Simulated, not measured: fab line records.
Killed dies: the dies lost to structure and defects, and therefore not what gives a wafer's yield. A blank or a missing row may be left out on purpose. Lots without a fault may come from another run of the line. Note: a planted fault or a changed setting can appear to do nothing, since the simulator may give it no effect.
2 desks, one fault + flow gf180mcu + each desk has only its own numbers; what lay behind them comes last

== DESK OF THE TOOL OWNER: litho_track-01 ==
Per lot that ran on this tool, the mean of the sampled wafers carrying a number, from the tool's own readings at GF_V4_DEHYDRATE_06 (time 60 s). A lot is out of limits, marked OUT, if its mean lies more than 4 standard deviations from the usual mean; the brackets give that distance.
Columns: A = exhaust_pa at GF_V4_DEHYDRATE_06, usual 45.1 Pa; B = heater_power_total_W at GF_V4_DEHYDRATE_06, usual 160.37 W; C = plate_temp_C at GF_V4_DEHYDRATE_06, usual 200.00 C
| lot  | first seen here | A    | B                | C                |
|------|-----------------|------|------------------|------------------|
| L131 | day 25 23:43    | 45.7 | 160.29           | 200.01           |
| L132 | day 26 06:07    | 44.1 | 160.44           | 199.87           |
| L133 | day 26 11:52    | 43.7 | 160.32           | 199.78           |
| L134 | day 26 18:28    | 44.9 | 160.38           | 199.94           |
| L140 | day 29 02:43    | 45.1 | 164.10 (+31) OUT | 203.74 (+25) OUT |
| L141 | day 29 12:29    | 45.1 | 164.14 (+31) OUT | 203.88 (+26) OUT |
This desk's finding: out of limits on L140, L141; first on L140, day 29 02:43 (heater_power_total_W at GF_V4_DEHYDRATE_06). In limits: L131, L132, L133, L134.

== METROLOGY DESK ==
What the gauges read for every lot (on any tool): the sampled wafers with a number, averaged. A lot is out of limits, marked OUT, if its mean lies more than 4 standard deviations from the usual mean; the brackets give that distance.
Columns: A = V4_BOW at GF_V4_BOW_MEAS_05, usual 133 um
| lot  | first seen here | A   |
|------|-----------------|-----|
| L125 | day 23 05:40    | 135 |
| L126 | day 23 07:37    | 129 |
| L129 | day 24 18:46    | 126 |
| L130 | day 25 01:30    | 134 |
| L131 | day 25 14:01    | 130 |
| L132 | day 25 20:01    | 152 |
| L133 | day 26 01:48    | 136 |
| L134 | day 26 08:30    | 135 |
| L138 | day 27 21:42    | 138 |
| L140 | day 28 17:49    | 120 |
| L141 | day 29 04:35    | 135 |
| L145 | day 30 02:45    | 129 |
| L146 | day 30 07:45    | 142 |
This desk's verdict: no lot among the 13 shows anything out of limits.

== BROUGHT TOGETHER ==
An alarm could have come from the tool owner's desk at day 29 02:43, on L140, L141.
From the metrology desk's view, nothing was out of limits.
The metrology desk has L140, L141 on record, within its limits.
On litho_track-01, each named lot ran GF_V4_DEHYDRATE_06.

== WHAT WAS PUT IN BY THE SIMULATOR ==
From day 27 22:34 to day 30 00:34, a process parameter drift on litho_track-01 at GF_V4_DEHYDRATE_06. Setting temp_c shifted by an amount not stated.
Struck lots among those shown: L140, L141.
Time in hours from fault onset to the first out-of-limits reading at each desk: the tool owner's desk, 28.
